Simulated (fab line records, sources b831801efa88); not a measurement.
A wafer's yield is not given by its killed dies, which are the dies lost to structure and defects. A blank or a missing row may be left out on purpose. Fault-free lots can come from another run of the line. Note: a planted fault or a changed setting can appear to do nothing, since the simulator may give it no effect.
Which of the tools did it? + flow sfq_line + route of 325 steps, sampled at 1 step: 14 lots, 42 wafers

## WHAT THE GAUGES READ, wafer by wafer
The record holds no reading of a measuring or inspecting step that can be judged against a usual standard deviation.

## WHAT TOOL EACH LOT RAN ON (gives the tool, then ch and the chambers of the sampled wafers, and finally the start)
| lot  | SFQ_TRILAYER_I3_VIA_BARC_OPEN_VIA_ETCH_121 |
|------|--------------------------------------------|
| L835 | rie_diel-04 ch 1,2,3, day 40 23:40         |
| L836 | rie_diel-03 ch 1,2,3, day 41 18:26         |
| L838 | rie_diel-04 ch 0,2,3, day 43 12:26         |
| L839 | rie_diel-01 ch 0,2, day 43 19:38           |
| L840 | rie_diel-01 ch 0,1,2, day 44 17:22         |
| L844 | rie_diel-04 ch 2,3, day 46 09:19           |
| L848 | rie_diel-04 ch 0,1,3, day 47 17:50         |
| L850 | rie_diel-04 ch 1,2,3, day 48 15:34         |
| L851 | rie_diel-04 ch 2,3, day 49 03:34           |
| L853 | rie_diel-03 ch 0,2, day 49 09:34           |
| L854 | rie_diel-03 ch 0,2,3, day 49 23:58         |
| L855 | rie_diel-01 ch 0,2,3, day 50 11:58         |
| L856 | rie_diel-03 ch 0,3, day 50 21:34           |
| L858 | rie_diel-03 ch 0,1,2, day 51 01:10         |
- SFQ_TRILAYER_I3_VIA_BARC_OPEN_VIA_ETCH_121: etches BARC in O2, target depth 125 nm, time 41.7 s.

## AS READ BY THE TOOLS THEMSELVES (means over the sampled wafers that have a number; for cases with no such wafer, the mark the record gives instead)
SFQ_TRILAYER_I3_VIA_BARC_OPEN_VIA_ETCH_121. Usual: chamber_pressure_mTorr 30.000 mTorr, standard deviation 0.029; drypump_motor_current_A 5.6 A, standard deviation 0.45; oes_product_au 0.685 a.u., standard deviation 0.0046.
| lot  | tool        | chamber_pressure_mTorr (mTorr) | drypump_motor_current_A (A) | oes_product_au (a.u.) | flag |
|------|-------------|--------------------------------|-----------------------------|-----------------------|------|
| L835 | rie_diel-04 | 30.029                         | 5.8                         | 0.688                 |      |
| L836 | rie_diel-03 | 30.026                         | 5.5                         | 0.682                 |      |
| L838 | rie_diel-04 | 30.011                         | 5.6                         | 0.685                 |      |
| L839 | rie_diel-01 | 29.987                         | 5.2                         | 0.684                 |      |
| L840 | rie_diel-01 | 29.995                         | 5.1                         | 0.683                 |      |
| L844 | rie_diel-04 | 29.990                         | 6.0                         | 0.687                 |      |
| L848 | rie_diel-04 | 30.011                         | 5.6                         | 0.686                 |      |
| L850 | rie_diel-04 | 32.011                         | 5.8                         | 0.684                 | OFF  |
| L851 | rie_diel-04 | 33.979                         | 6.0                         | 0.683                 | OFF  |
| L853 | rie_diel-03 | 29.972                         | 6.0                         | 0.687                 |      |
| L854 | rie_diel-03 | 29.999                         | 5.6                         | 0.684                 |      |
| L855 | rie_diel-01 | 29.965                         | 5.3                         | 0.689                 |      |
| L856 | rie_diel-03 | 30.010                         | 5.4                         | 0.687                 |      |
| L858 | rie_diel-03 | 29.993                         | 5.9                         | 0.686                 |      |

## THE ANSWER, worked out from the rows above alone
Rule: lot off if the mean of its wafers having a number is beyond 3 standard deviations from the usual mean. A lot without any number at a reading at which 4 lots or more have one is off too. All remaining lots with rows at the step are treated as sound. First the gauges in route order, then the tools' own readings, where a lot's mean is used as printed above. At the first step where some lot is off, the reading lying furthest off is the one used; lots without a number count as furthest.
Off at SFQ_TRILAYER_I3_VIA_BARC_OPEN_VIA_ETCH_121 (chamber_pressure_mTorr): L850, L851.
A tool fits if, at that step or a process step before it, it ran every lot that is off, and no sound lot after the first of them. One candidate fits, namely rie_diel-04 at SFQ_TRILAYER_I3_VIA_BARC_OPEN_VIA_ETCH_121. Its last sound lot is L848 (day 47 17:50), its first lot that is off L850 (day 48 15:34): a fault that began between those two fits.
The tool's own readings at SFQ_TRILAYER_I3_VIA_BARC_OPEN_VIA_ETCH_121 bear it out: on the lots that are off they differ by more than 5 times the standard deviation of the sound lots' means. chamber_pressure_mTorr reads 32.995 mTorr there against 29.999 mTorr on the sound lots.

## WHAT HAD BEEN PUT IN BY THE SIMULATOR
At SFQ_TRILAYER_I3_VIA_BARC_OPEN_VIA_ETCH_121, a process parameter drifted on rie_diel-04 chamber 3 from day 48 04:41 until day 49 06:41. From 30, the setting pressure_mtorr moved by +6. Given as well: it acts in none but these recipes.
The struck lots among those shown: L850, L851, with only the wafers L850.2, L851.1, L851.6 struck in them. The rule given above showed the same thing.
